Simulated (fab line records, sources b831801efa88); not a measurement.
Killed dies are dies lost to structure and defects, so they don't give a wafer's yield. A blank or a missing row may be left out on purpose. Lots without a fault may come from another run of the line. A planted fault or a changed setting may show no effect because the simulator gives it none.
Tool commonality check | flow gf180mcu | 14 lots, 42 wafers sampled

WHY IT WAS OPENED
At GF_VT_IMPLANT_RS_MEAS_48 the reading LVPWELL_RS is flagged on 2 of 14 lots. Wafers without a fault read 1197 ohm/sq, standard deviation 3.2.
Rule: a lot is flagged when every wafer of it that has a number lies more than 4 standard deviations from that mean, or none has a number. The other lots count as sound.

lot  | measured     | on            | LVPWELL_RS (ohm/sq), wafer by wafer | flag
L792 | day 7 10:08  | film_metro-03 | 1198 1197 1198                      |
L793 | day 7 16:38  | film_metro-03 | 1194 1195 1198                      |
L794 | day 8 00:03  | film_metro-04 | 1193 1193 1194                      |
L795 | day 8 07:30  | film_metro-04 | 1198 1199 1197                      |
L796 | day 8 11:47  | film_metro-04 | 1198 1196 1197                      |
L804 | day 11 08:20 | film_metro-03 | 1137 1140 1138                      | FLAGGED
L805 | day 11 12:50 | film_metro-01 | 1139 1139 1138                      | FLAGGED
L808 | day 12 01:43 | film_metro-01 | 1198 1195 1197                      |
L810 | day 12 15:29 | film_metro-01 | 1195 1194 1193                      |
L811 | day 12 21:05 | film_metro-03 | 1200 1204 1203                      |
L812 | day 13 01:32 | film_metro-01 | 1201 1202 1203                      |
L813 | day 13 10:23 | film_metro-03 | 1202 1203 1202                      |
L814 | day 13 17:53 | film_metro-01 | 1192 1194 1196                      |
L815 | day 14 00:00 | film_metro-04 | 1194 1189 1191                      |
The numbers of the flagged lots are 1138 ohm/sq on average: -58 ohm/sq against the usual, or -18 standard deviations.

WHICH TOOL RAN EACH LOT
The record holds 1 process step before the reading, out of a route of 602 steps. In each cell: the tool, then ch and the chambers that the sampled wafers went through, then the start.
lot  | flag    | GF_LVPWELL_IMPLANT_09
L792 |         | implanter-01 ch 0, day 3 20:13
L793 |         | implanter-01 ch 0, day 4 00:55
L794 |         | implanter-01 ch 0, day 4 06:55
L795 |         | implanter-01 ch 0, day 4 12:20
L796 |         | implanter-03 ch 0, day 4 17:23
L804 | FLAGGED | implanter-01 ch 0, day 7 00:31
L805 | FLAGGED | implanter-01 ch 0, day 7 03:49
L808 |         | implanter-02 ch 0, day 7 15:17
L810 |         | implanter-03 ch 0, day 8 02:46
L811 |         | implanter-03 ch 0, day 8 07:13
L812 |         | implanter-02 ch 0, day 8 12:13
L813 |         | implanter-02 ch 0, day 8 19:50
L814 |         | implanter-03 ch 0, day 9 02:02
L815 |         | implanter-03 ch 0, day 9 05:16
What these steps do:
- GF_LVPWELL_IMPLANT_09
- GF_VT_IMPLANT_RS_MEAS_48: measures by four-point-probe.

FLAGGED OVER TOTAL, TOOL BY TOOL (the gauges that took the reading come last)
step                     | tool          | lots run | flagged | share of the flagged lots | sound lots run after its first flagged lot
GF_LVPWELL_IMPLANT_09    | implanter-01  | 6        | 2       | all                       | 0
GF_LVPWELL_IMPLANT_09    | implanter-02  | 3        | 0       | none                      | -
GF_LVPWELL_IMPLANT_09    | implanter-03  | 5        | 0       | none                      | -
GF_VT_IMPLANT_RS_MEAS_48 | film_metro-01 | 5        | 1       | some                      | 4 (L808,L810,L812,L814)
GF_VT_IMPLANT_RS_MEAS_48 | film_metro-03 | 5        | 1       | some                      | 2 (L811,L813)
GF_VT_IMPLANT_RS_MEAS_48 | film_metro-04 | 4        | 0       | none                      | -

WHAT THE TABLE ALLOWS
1 row of the table ran every flagged lot: implanter-01 at GF_LVPWELL_IMPLANT_09.
- implanter-01 at GF_LVPWELL_IMPLANT_09: 2 of its 6 lots flagged. Its last sound lot is L795 (day 4 12:20), its first flagged lot L804 (day 7 00:31): a fault that began between those two fits. Its own readings lie more than 4 standard deviations out on every wafer of the flagged lots: beam_on_s, faraday_current_uA.
One tool is left: implanter-01 at GF_LVPWELL_IMPLANT_09.

WHAT THE SIMULATOR HAD PUT IN
Process parameter drift: implanter-01, from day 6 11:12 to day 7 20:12, at GF_LVPWELL_IMPLANT_09. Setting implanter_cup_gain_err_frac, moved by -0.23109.
Lots struck among those shown: L804, L805. The rule above found the same.
